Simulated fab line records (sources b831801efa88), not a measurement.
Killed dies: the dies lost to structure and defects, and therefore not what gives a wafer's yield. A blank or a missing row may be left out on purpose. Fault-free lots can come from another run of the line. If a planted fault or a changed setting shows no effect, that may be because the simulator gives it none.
Code-filled problem report in 8D (eight disciplines) form :: flow sky130 :: the parts of the form that need people (team, actions taken, sign-off) are left out

## 1. WHAT IS WRONG
LOCAL_INTERCONNECT_TIN_RS at SKY_LOCAL_INTERCONNECT_RS_MEAS_01 reads a mean of 15.25 ohm/sq on 3 wafers of 2 lots; wafers without a fault read 14.23 ohm/sq with a standard deviation of 0.16. Relative to the usual mean, that is a shift of +6.4 standard deviations.
The step: measures by four-point-probe.
The first sign was on wafer L918.4 at day 36 04:51, on film_metro-01. At this step, 30 wafers from 10 lots have a number in the record. By rule, "out" or "out of limits" means more than 4 standard deviations away from the usual mean. The other wafers with a number count as sound.

## 2. WHAT IT IS AND WHAT IT IS NOT
question: which readings at this step
is: LOCAL_INTERCONNECT_TIN_RS
is not: -

question: which lots
is: L918, L919
is not: L903, L904, L905, L906, L907, L908, L913, L914

question: which wafers of those lots
is: L918.4, L918.6, L919.6
is not: L918.1, L919.1, L919.2

question: read on which gauges
is: film_metro-01, film_metro-03
is not: film_metro-04

question: when
is: from day 36 04:51
is not: up to then (25 sound wafers); but 2 sound wafers of L919 came after

## 3. WHAT RULES OUT EACH SUSPECT
Counting: a tool at a process step up to the reading stays a suspect if it ran every lot that is out. Sound lots after the first of them don't rule it out here, since some wafers of a struck lot are sound.
- the gauge at SKY_LOCAL_INTERCONNECT_RS_MEAS_01 is ruled out. 2 gauges (film_metro-01, film_metro-03) read the wafers that are out.
- pvd_sputter-02 at SKY_LOCAL_INTERCONNECT_SPUTTER_00 (material TiN, target thk 100 nm, time 83.3 s): kept. Every lot that is out went through it, the first being L918 (day 36 04:47); the last sound lot it ran before that was L913 (day 33 15:13).
Left after counting: pvd_sputter-02 at SKY_LOCAL_INTERCONNECT_SPUTTER_00.

## 4. THE CAUSE (what the simulator had put in)
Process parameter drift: pvd_sputter-02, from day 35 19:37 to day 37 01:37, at SKY_LOCAL_INTERCONNECT_SPUTTER_00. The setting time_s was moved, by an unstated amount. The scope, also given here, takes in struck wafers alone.
Counting left only this tool.

## 5. THE EFFECT CHAIN, in route order
Rows list readings where the struck wafers' mean (over those with a number) sits beyond 3 standard deviations from the usual. Readings are gone through only where the record gives a usual standard deviation; hours: the median, over the lots, of the time from a lot's start at the first step in this table giving one to that lot's start at this step; sigmas: the change measured in usual standard deviations.
hours: 0
step: SKY_LOCAL_INTERCONNECT_RS_MEAS_01
reading: LOCAL_INTERCONNECT_TIN_RS
usual: 14.23 ohm/sq
on struck wafers: 15.25
change: +1.02
sigmas: +6.4

hours: 0
step: SKY_LOCAL_INTERCONNECT_THK_MEAS_02
reading: LOCAL_INTERCONNECT_TIN_THK
usual: 98.8 nm
on struck wafers: 92.5
change: -6.3
sigmas: -5.8

hours: 27
step: SKY_LOCAL_INTERCONNECT_METAL_ETCH_14
reading: oes_product_au
usual: 0.938 a.u.
on struck wafers: 0.900
change: -0.038
sigmas: -4.9
Here are the process steps it includes:
- SKY_LOCAL_INTERCONNECT_METAL_ETCH_14: etches TiN in Cl2/BCl3, stops on PSG, target depth 110 nm, time 31.4 s.
At these later measuring or inspecting steps, every struck wafer for which the step has a row has a number for every such reading, and none has moved that far: SKY_VIA2_OVL_MEAS_13.

## 6. WHAT WOULD HAVE CAUGHT IT SOONER
9 hours passed between the start of the fault at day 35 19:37 and the first reading out of limits at a measuring or inspecting step in this record, taken at day 36 04:51.
An alarm limit of 4 standard deviations would not have fired on the tool readings at SKY_LOCAL_INTERCONNECT_SPUTTER_00 for which the record gives a usual standard deviation, since none of them was out on any struck wafer.
Of the lots that are out (2), L919 began SKY_LOCAL_INTERCONNECT_SPUTTER_00 on pvd_sputter-02 after day 36 04:51. Holding the tool at that time would have saved it.
